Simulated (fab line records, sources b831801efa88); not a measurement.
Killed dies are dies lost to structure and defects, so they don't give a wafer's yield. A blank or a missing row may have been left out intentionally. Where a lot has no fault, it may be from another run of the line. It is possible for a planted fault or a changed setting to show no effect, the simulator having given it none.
Which tool did it? ; flow sky130 ; 32 wafers sampled from 11 lots at 1 step of a route of 708

## WHAT EACH GAUGE READ, for each wafer
SKY_LI_CONTACT_CD_MEAS_12: the cd target is 170 nm.
lot;measured;on;cd_nm (nm)
L209;day 29 00:25;cd_sem-01;169.4 168.0 169.1
L211;day 29 19:05;cd_sem-02;168.2 167.8 167.2
L215;day 31 15:30;cd_sem-01;169.0 168.7 168.4
L222;day 33 23:06;cd_sem-02;170.2 168.4
L224;day 34 08:00;cd_sem-01;169.5 171.1 170.8
L225;day 34 11:08;cd_sem-02;168.0 168.5 168.2
L226;day 35 06:40;cd_sem-02;169.3 168.6 168.9
L229;day 36 10:06;cd_sem-01;169.9 172.1 168.9
L231;day 36 12:27;cd_sem-02;168.5 167.5 167.2
L230;day 36 13:41;cd_sem-02;170.5 170.6 170.6
L232;day 36 16:39;cd_sem-01;166.6 168.0 167.8

## WHICH TOOL RAN EACH LOT (tool, then ch and the chambers of the sampled wafers, then the start)
Record: no process step prior to these readings.

## THE ANSWER, worked out from the rows above alone
Rule: what is usual is taken from the lots themselves. The widest of any qualifying gaps counts: lots, ordered by their means at a reading, are off when they make up no more than a third of the lots, leave a main group of 4 or more, and stand apart from it by 3 or more times the standard deviation of that group's means. The tables above print the reading to a certain number of digits; a main group whose means all agree to those digits is not used. A lot without any number at a reading at which 4 lots or more have one is off too. The other lots that the step has rows for count as sound.
No lot is off on any of the readings shown, so nothing can be concluded from this.

## WHAT THE SIMULATOR HAD PUT IN
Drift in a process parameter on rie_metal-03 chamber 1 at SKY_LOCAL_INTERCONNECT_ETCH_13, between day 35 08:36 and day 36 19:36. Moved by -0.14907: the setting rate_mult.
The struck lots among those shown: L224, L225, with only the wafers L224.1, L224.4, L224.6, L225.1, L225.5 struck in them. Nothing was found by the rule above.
